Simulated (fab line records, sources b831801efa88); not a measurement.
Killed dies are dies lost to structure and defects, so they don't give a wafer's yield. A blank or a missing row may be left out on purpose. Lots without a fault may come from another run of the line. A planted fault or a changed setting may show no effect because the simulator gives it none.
fab line records | flow sfq_line
record lots=5 wafers=15 last_day=92
route steps=325 shown INCOMING@1 L0@3 L0V@16 M0@28 M8@325
lots that met no fault: from a run of the same line without faults
start_h: hours from the record's first day to the start of the lot's first wafer shown | wait_h: hours since the lot's step before | " the same as in the row above | L1.1+2: a row that stands for several wafers | - no value, or no start given | * or withheld: withheld | < > ~ a bound
route shown NAME@n: a module of which the file shows steps, and the number in the route of the first | usual: mean/standard deviation of fault-free wafers | same: alike in all rows | chamber/n: place in a boat | sites: the reading at each site | _std_site: their standard deviation | _edge_site: outer sites' mean less inner sites' | radius_mm: how far each site lies from the wafer's centre | mask NAME#n: copy n | behind: the tool/chamber that last shaped the wafer | hold: why the lot was held/for how many hours/how that ended | device: the transistor (n, p or np) that didn't switch | end of line: the same wafers' tests at the end of the route | a step without rows: its recipe alone | killed: dies lost to structure and defects at the first sort, not the wafer's yield | map: a wafer's dies, x killed, . not, _ none there
set.NAME: the setting as run; set.NAME@STEP: as run at that earlier step | model.NAME: the simulator's own value behind a step, which no gauge read
lots at some steps of the route; a table a step, a row a wafer
services: from which hour (start_h, from the record's first day; less than 0 if before it) a tool's chamber was out of use, for how many hours, and why
## steps
# step SFQ_INCOMING_BOW_MEAS_900
# recipe mode=bow
# usual INCOMING_BOW=0/5.5
# columns lot.wafer tool chamber start_h wait_h INCOMING_BOW[um]
L811.1 film_metro-02 - 10.00 - -3
L811.2 " - " " -2
L811.3 " - " " 10
L818.3 film_metro-03 - 45.04 - -5
L818.5 " - " " -1
L818.6 " - " " 0
L831.1 film_metro-01 - 110.00 - -2
L831.2 " - " " 9
L831.5 " - " " 4
L833.3 film_metro-02 - 120.04 - 4
L833.4 " - " " 7
L833.5 " - " " 3
L834.3 film_metro-01 - 125.04 - 0
L834.4 " - " " 7
L834.5 " - " " 1
# step SFQ_TRILAYER_INCOMING_OXIDATION_002
# recipe temp_c=1000 ambient=H2O target_thk_a=5000 p_h2o_torr=720 ox_time_s=4939
# step SFQ_TRILAYER_L0_DEP_SPUTTER_003
# recipe material=MoNx_KI base_pressure_pa=1.33e-06 target_thk_nm=40 power_w=800 time_s=100 chamber_pressure_pa=0.4
# usual chamber_pressure_pa=0.4000/0.00077 throttle_valve_pct=30.3/1.2
# columns lot.wafer tool chamber start_h wait_h chamber_pressure_pa throttle_valve_pct model.MoNx_KI_of_TRILAYER_L0_DEP_SPUTTER_003.thk_nm
L811.1 pvd_sputter-06 - 12.49 0.0 0.3995 30.6 40.54
L811.2 " - " " 0.4002 29.5 40.55
L811.3 " - " " 0.4011 30.5 40.75
L818.3 pvd_sputter-05 - 47.49 0.0 0.4008 31.6 40.93
L818.5 " - " " 0.3987 28.2 40.25
L818.6 " - " " 0.3988 31.2 40.19
L831.1 pvd_sputter-06 - 112.49 0.0 0.4009 31.5 39.38
L831.2 " - " " 0.3997 29.2 39.81
L831.5 " - " " 0.3990 30.8 59.9
L833.3 pvd_sputter-04 - 122.49 0.0 0.3988 30.3 39.95
L833.4 " - " " 0.4002 29.9 39.51
L833.5 " - " " 0.4002 30.0 39.26
L834.3 pvd_sputter-05 - 127.49 0.0 0.4007 31.2 39.68
L834.4 " - " " 0.4019 31.6 40.26
L834.5 " - " " 0.3996 31.5 39.95
# step SFQ_L0_RS_MEAS_901
# recipe thk_meas_gauge=four-point-probe reads=MoNx_KI_of_TRILAYER_L0_DEP_SPUTTER_003
# usual L0_MONX_KI_RS=43.5/0.38
# columns lot.wafer tool chamber start_h wait_h hold L0_MONX_KI_RS[ohm/sq]
L811.1 film_metro-04 - 12.56 0.0 - 42.9
L811.2 " - " " - 43.0
L811.3 " - " " - 42.7
L818.3 film_metro-03 - 47.60 0.1 - 42.7
L818.5 " - " " - 43.2
L818.6 " - " " - 43.4
L831.1 film_metro-04 - 112.56 0.0 await_dispo/0.2h/release 44.1
L831.2 " - " " await_dispo/0.2h/release 43.8
L831.5 " - " " await_dispo/0.2h/release 29.0
L831.1 film_metro-04 - 112.85 0.3 - 44.2
L831.2 " - " " - 43.7
L831.5 " - " " - 29.0
L833.3 film_metro-04 - 122.60 0.1 - 43.5
L833.4 " - " " - 44.0
L833.5 " - " " - 44.2
L834.3 film_metro-03 - 127.60 0.1 - 43.9
L834.4 " - " " - 43.2
L834.5 " - " " - 43.6
# step SFQ_L0_THK_MEAS_902
# recipe thk_meas_gauge=xrf reads=MoNx_KI_of_TRILAYER_L0_DEP_SPUTTER_003
# usual L0_MONX_KI_THK=40.3/0.36
# columns lot.wafer tool chamber start_h wait_h hold L0_MONX_KI_THK[nm]
L811.1 film_metro-04 - 12.68 0.1 - 41.1
L811.2 " - " " - 41.0
L811.3 " - " " - 41.1
L818.3 film_metro-03 - 47.70 0.1 - 41.1
L818.5 " - " " - 40.5
L818.6 " - " " - 40.5
L831.1 film_metro-04 - 115.28 2.4 await_dispo/0.2h/release 39.9
L831.2 " - " " await_dispo/0.2h/release 40.1
L831.5 " - " " await_dispo/0.2h/release 60.5
L831.1 film_metro-04 - 115.50 0.2 - 39.9
L831.2 " - " " - 40.5
L831.5 " - " " - 60.9
L833.3 film_metro-04 - 122.70 0.1 - 40.5
L833.4 " - " " - 40.1
L833.5 " - " " - 39.9
L834.3 film_metro-03 - 127.70 0.1 - 39.8
L834.4 " - " " - 40.6
L834.5 " - " " - 39.9
# step SFQ_TRILAYER_L0_LITHO_COAT_005
# recipe resist=KrF spin_rpm=3000 resist_thk_nm=600
# step SFQ_TRILAYER_L0_LITHO_SOFTBAKE_009
# recipe temp_c=withheld time_s=withheld resist=KrF
# step SFQ_TRILAYER_L0_LITHO_EXPOSE_006
# recipe mask_id=L0 na=0.6 source_shape=conventional sigma_outer=0.65 target_cd_nm=2000 dose_mj=14.4
# step SFQ_TRILAYER_L0_LITHO_PEB_008
# recipe peb_temp_c=115 peb_time_s=60 resist=KrF
# step SFQ_TRILAYER_L0_LITHO_DEVELOP_007
# recipe time_s=60 resist=KrF
# step SFQ_TRILAYER_L0_BARC_OPEN_METAL_ETCH_010
# recipe mask_material=PR chemistry=O2 target_depth_nm=125 target=BARC icp_w=600 bias_w=80 pressure_mtorr=10 time_s=41.7
# usual drypump_motor_current_A=5.5/0.31 oes_product_au=0.685/0.0049
# columns lot.wafer tool chamber start_h wait_h drypump_motor_current_A oes_product_au rf_hours_counter_h
L811.1 rie_metal-03 0 73.77 0.1 5.9 0.686 21
L811.2 " 1 " " 5.2 0.689 0
L811.3 " 0 " " 5.9 0.687 -
L818.3 rie_metal-04 0 122.99 0.1 5.4 0.681 -
L818.5 " 0 " " 5.4 0.688 -
L818.6 " 0 " " 5.4 0.684 -
L831.1 rie_metal-04 1 204.57 0.1 5.5 0.689 48
L831.2 " 0 " " 5.4 0.683 104
L831.5 " 1 " " 5.4 0.688 -
L833.3 rie_metal-03 0 216.59 0.1 5.9 0.687 -
L833.4 " 1 " " 5.1 0.692 -
L833.5 " 1 " " 5.2 0.688 -
L834.3 rie_metal-03 1 222.61 0.1 5.1 0.677 -
L834.4 " 1 " " 5.2 0.687 -
L834.5 " 1 " " 5.2 0.685 -
# step SFQ_TRILAYER_L0_ETCH_METAL_ETCH_008
# recipe target=MoNx_KI stop_on=SiO2 mask_material=PR chemistry=SF6/O2 target_depth_nm=50 icp_w=600 bias_w=80 pressure_mtorr=10 time_s=25
# usual drypump_motor_current_A=5.5/0.31 oes_product_au=0.874/0.006
# columns lot.wafer tool chamber start_h wait_h drypump_motor_current_A oes_product_au rf_hours_counter_h
L811.1 rie_metal-03 0 73.83 0.0 5.9 0.874 21
L811.2 " 1 " " 5.2 0.883 0
L811.3 " 0 " " 6.0 0.878 -
L818.3 rie_metal-04 0 123.10 0.1 5.4 0.883 -
L818.5 " 0 " " 5.4 0.878 -
L818.6 " 0 " " 5.4 0.867 -
L831.1 rie_metal-04 1 204.63 0.0 5.5 0.856 48
L831.2 " 0 " " 5.4 0.870 104
L831.5 " 1 " " 5.5 0.991 -
L833.3 rie_metal-03 0 216.65 0.0 5.9 0.868 -
L833.4 " 1 " " 5.2 0.873 -
L833.5 " 1 " " 5.2 0.860 -
L834.3 rie_metal-03 1 222.72 0.1 5.1 0.867 -
L834.4 " 1 " " 5.1 0.874 -
L834.5 " 1 " " 5.1 0.870 -
# step SFQ_TRILAYER_L0_STRIP_STRIP_009
# recipe gas=O2 power_w=200 platen_temp_c=40 overash_fraction=0.65 chemistry=O2 pressure_mtorr=50
# usual drypump_motor_current_A=5.5/0.31 oes_product_au=1.003/0.013
# same overash_fraction=0.65
# columns lot.wafer tool chamber start_h wait_h drypump_motor_current_A oes_product_au rf_hours_counter_h
L811.1 rie_metal-03 0 73.87 0.0 5.9 1.019 21
L811.2 " 1 " " 5.1 0.989 0
L811.3 " 0 " " 5.9 1.016 -
L818.3 rie_metal-04 0 123.56 0.4 5.4 1.013 -
L818.5 " 0 " " 5.4 1.013 -
L818.6 " 0 " " 5.4 1.012 -
L831.1 rie_metal-04 1 204.68 0.0 5.5 1.013 49
L831.2 " 0 " " 5.4 1.013 104
L831.5 " 1 " " 5.4 1.006 -
L833.3 rie_metal-03 0 216.88 0.2 5.9 1.023 -
L833.4 " 1 " " 5.2 0.996 -
L833.5 " 1 " " 5.2 0.997 -
L834.3 rie_metal-03 1 223.19 0.4 5.2 0.983 -
L834.4 " 1 " " 5.1 0.989 -
L834.5 " 1 " " 5.2 0.986 -
# step SFQ_TRILAYER_L0_STRIP_SOLV_CLEAN_010
# recipe chemistry=NMP temp_c=70 time_s=600
# step SFQ_TRILAYER_L0_CAP_PECVD_011
# recipe material=SiO2 temp_c=150 time_s=13.333 pressure_torr=2.4 rf_w=183.3 precursor=SiH4/N2O target_thk_nm=60
# usual heater_power_w=83/12 throttle_valve_pct=24.9/1.5
# columns lot.wafer tool chamber start_h wait_h heater_power_w throttle_valve_pct
L811.1 pecvd-04 1 74.65 0.0 83 28.3
L811.2 " 2 " " 70 25.3
L811.3 " 0 " " 76 25.9
L818.3 pecvd-03 1 124.54 0.0 86 23.9
L818.5 " 1 " " 86 23.9
L818.6 " 0 " " 97 23.6
L831.1 pecvd-01 2 205.45 0.0 83 24.5
L831.2 " 1 " " 66 23.3
L831.5 " 0 " " 84 23.6
L833.3 pecvd-04 2 217.45 0.0 69 25.3
L833.4 " 0 " " 72 25.9
L833.5 " 1 " " 88 28.5
L834.3 pecvd-04 1 224.16 0.0 83 28.1
L834.4 " 0 " " 61 25.9
L834.5 " 1 " " 82 28.2
# step SFQ_TRILAYER_L0_VIA_LITHO_COAT_018
# recipe resist=BARC spin_rpm=3000 resist_thk_nm=62
# step SFQ_TRILAYER_L0_VIA_LITHO_COAT_013
# recipe resist=KrF spin_rpm=3000 resist_thk_nm=650
# step SFQ_TRILAYER_L0_VIA_LITHO_SOFTBAKE_017
# recipe temp_c=withheld time_s=withheld resist=KrF
# step SFQ_TRILAYER_L0_VIA_LITHO_EXPOSE_014
# recipe mask_id=L0V na=0.6 source_shape=conventional sigma_outer=0.65 target_cd_nm=700 dose_mj=21.3
# step SFQ_TRILAYER_L0_VIA_LITHO_PEB_016
# recipe peb_temp_c=115 peb_time_s=60 resist=KrF
# step SFQ_TRILAYER_L0_VIA_LITHO_DEVELOP_015
# recipe time_s=60 resist=KrF
# step SFQ_L0V_OVL_MEAS_903
# usual L0V_OVL=0/5.1
# columns lot.wafer tool chamber start_h wait_h L0V_OVL[nm]
L811.1 overlay-01 - 156.47 0.1 -1
L811.2 " - " " -4
L811.3 " - " " 3
L818.3 overlay-01 - 218.99 0.1 -6
L818.5 " - " " 1
L818.6 " - " " 9
L831.1 overlay-01 - 318.09 0.1 -2
L831.2 " - " " 4
L831.5 " - " " 2
L833.3 overlay-01 - 332.20 0.1 -8
L833.4 " - " " 1
L833.5 " - " " -2
L834.3 overlay-01 - 339.40 0.1 1
L834.4 " - " " 6
L834.5 " - " " 2
# step SFQ_TRILAYER_L0_VIA_BARC_OPEN_VIA_ETCH_021
# recipe mask_material=PR chemistry=O2 target_depth_nm=125 target=BARC source_w=500 bias_w=80 pressure_mtorr=30 time_s=41.7
# step SFQ_TRILAYER_L0_VIA_ETCH_VIA_ETCH_016
# recipe target=SiO2 stop_on=MoNx_KI mask_material=PR chemistry=CHF3 target_depth_nm=80 source_w=500 bias_w=80 pressure_mtorr=30 time_s=withheld
# usual drypump_motor_current_A=5.6/0.46 oes_product_au=0.842/0.0092
# columns lot.wafer tool chamber start_h wait_h drypump_motor_current_A oes_product_au
L811.1 rie_diel-02 3 156.55 0.0 6.2 0.839
L811.2 " 1 " " 5.3 0.833
L811.3 " 2 " " 6.0 0.840
L818.3 rie_diel-01 1 219.05 0.0 6.0 0.821
L818.5 " 3 " " 4.8 0.828
L818.6 " 2 " " 5.7 0.843
L831.1 rie_diel-01 0 318.17 0.0 5.9 0.839
L831.2 " 3 " " 4.8 0.835
L831.5 " 3 " " 4.8 0.858
L833.3 rie_diel-03 0 332.26 0.0 5.3 0.823
L833.4 " 2 " " 5.1 0.839
L833.5 " 1 " " 4.8 0.837
L834.3 rie_diel-03 3 339.46 0.0 5.5 0.831
L834.4 " 2 " " 5.1 0.845
L834.5 " 0 " " 5.3 0.836
# step SFQ_TRILAYER_L0_VIA_STRIP_STRIP_017
# recipe gas=O2 power_w=200 platen_temp_c=40 overash_fraction=0.65 chemistry=O2 pressure_mtorr=50
# usual drypump_motor_current_A=5.6/0.41 oes_product_au=1.005/0.015
# same overash_fraction=0.65
# columns lot.wafer tool chamber start_h wait_h drypump_motor_current_A oes_product_au rf_hours_counter_h
L811.1 rie_metal-04 0 156.60 - 5.4 1.015 94
L811.2 " 1 " " 5.5 1.016 38
L811.3 " 0 " " 5.4 1.026 -
L818.3 rie_metal-03 0 219.30 - 5.9 1.035 -
L818.5 " 0 " " 5.9 1.017 -
L818.6 " 1 " " 5.2 1.002 -
L831.1 rie_metal-04 0 318.21 - 5.4 1.028 123
L831.2 " 1 " " 5.5 0.994 68
L831.5 " 1 " " 5.5 0.995 -
L833.3 rie_metal-04 1 332.51 - 5.5 0.988 -
L833.4 " 0 " " 5.4 1.030 -
L833.5 " 0 " " 5.4 1.025 -
L834.3 rie_metal-02 1 339.71 - 6.3 1.006 -
L834.4 " 0 " " 5.6 1.003 -
L834.5 " 1 " " 6.3 1.003 -
# step SFQ_TRILAYER_L0_VIA_STRIP_SOLV_CLEAN_018
# recipe chemistry=NMP temp_c=70 time_s=600
# step SFQ_TRILAYER_M0_DEP_PRE_CLEAN_020
# recipe gas=Ar time_s=15 bias_v=250
# step SFQ_TRILAYER_M0_DEP_SPUTTER_019
# recipe material=Nb base_pressure_pa=1.33e-06 chamber_pressure_pa=0.1333 substrate_temp_c=20 resputter_cathode_voltage_v=400 target_thk_nm=200 power_w=2000 time_s=133.3
# step SFQ_M0_RS_MEAS_904
# recipe thk_meas_gauge=four-point-probe reads=Nb_of_TRILAYER_M0_DEP_SPUTTER_019
# usual M0_NB_RS=0.889/0.0098
# columns lot.wafer tool chamber start_h wait_h M0_NB_RS[ohm/sq]
L811.1 film_metro-01 - 157.69 0.0 0.890
L811.2 " - " " 0.897
L811.3 " - " " 0.896
L818.3 film_metro-04 - 220.03 0.1 0.901
L818.5 " - " " 0.900
L818.6 " - " " 0.883
L831.1 film_metro-03 - 319.12 0.0 0.893
L831.2 " - " " 0.891
L831.5 " - " " 0.894
L833.3 film_metro-04 - 333.24 0.1 0.880
L833.4 " - " " 0.888
L833.5 " - " " 0.889
L834.3 film_metro-03 - 340.46 0.1 0.906
L834.4 " - " " 0.908
L834.5 " - " " 0.881
# step SFQ_TRILAYER_M0_LITHO_COAT_026
# recipe resist=BARC spin_rpm=3000 resist_thk_nm=62
# step SFQ_M8_BOW_MEAS_951
# recipe mode=bow
# usual M8_BOW=8/8.1
# columns lot.wafer tool chamber start_h wait_h M8_BOW[um] model.etest.l0.ohm_sq model.etest.l0.comb_log10_ohm
L811.1 film_metro-02 - 1755.98 0.0 13 42.96 12
L811.2 " - " " 14 42.96 12
L811.3 " - " " 28 42.75 12
L818.3 film_metro-01 - 2106.51 0.0 -5 42.55 12
L818.5 " - " " -3 43.28 12
L818.6 " - " " -1 43.34 12
L831.1 film_metro-02 - 2207.44 0.0 5 44.23 12
L831.2 " - " " 16 43.75 12
L831.5 " - " " 11 29.08 0
L833.3 film_metro-04 - 2209.90 0.0 7 43.6 12
L833.4 " - " " 10 44.08 12
L833.5 " - " " 4 44.37 12
L834.3 film_metro-04 - 2213.65 0.0 12 43.9 12
L834.4 " - " " 19 43.26 12
L834.5 " - " " 13 43.6 12
## services
# columns tool chamber start_h hours kind
pvd_sputter-05 - 0.72 1.2 repair
pvd_sputter-05 - 10.79 1.7 repair
rie_diel-03 3 44.92 4.6 repair
rie_diel-03 0 67.55 1.4 repair
rie_diel-01 - 67.99 2.7 repair
rie_diel-03 - 88.53 1.4 repair
pecvd-04 - 88.89 5.1 repair
pvd_sputter-05 - 102.09 0.8 repair
rie_diel-01 2 111.04 8.3 repair
rie_metal-04 1 114.57 9.9 repair
rie_metal-04 0 138.44 10.4 repair
rie_diel-03 0 139.53 2.8 repair
rie_metal-03 0 143.24 1.1 repair
rie_metal-03 - 170.82 1.0 repair
rie_diel-03 0 179.47 6.9 repair
rie_diel-01 2 181.48 12.9 repair
rie_diel-03 2 197.24 8.3 repair
rie_metal-04 - 200.26 0.3 repair
rie_metal-03 0 220.16 9.1 repair
rie_diel-03 2 224.84 14.9 repair
rie_diel-03 0 252.73 3.6 repair
pecvd-04 - 273.67 3.8 repair
pvd_sputter-06 - 314.00 5.3 repair
rie_diel-01 3 332.59 1.9 repair
## key
first_sign step=SFQ_L0_RS_MEAS_901 reading=visit direction=added
effect step=SFQ_L0_RS_MEAS_901 reading=L0_MONX_KI_RS direction=down sigmas=38 usual=43.5 struck=29.0
effect step=SFQ_L0_THK_MEAS_902 reading=visit direction=added
effect step=SFQ_L0_THK_MEAS_902 reading=L0_MONX_KI_THK direction=up sigmas=56 usual=40.3 struck=60.5
effect step=SFQ_TRILAYER_L0_ETCH_METAL_ETCH_008 reading=oes_product_au direction=up sigmas=19 usual=0.874 struck=0.991
model_effect step=SFQ_TRILAYER_L0_DEP_SPUTTER_003 value=MoNx_KI_of_TRILAYER_L0_DEP_SPUTTER_003.thk_nm without=39.83 struck=59.9
model_effect step=SFQ_M8_BOW_MEAS_951 value=etest.l0.ohm_sq without=43.74 struck=29.08
met_at SFQ_TRILAYER_L0_DEP_SPUTTER_003
struck_wafers L831.5
onset_between 12.49 112.49
fault kind=process_parameter_drift tool=pvd_sputter-06 chamber=- onset_h=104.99 steps=SFQ_TRILAYER_L0_DEP_SPUTTER_003 channel=target_thk_nm offset=20.079 shape=step end_h=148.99 scope=struck_wafers_only acts_in=these_recipes_only stated=40
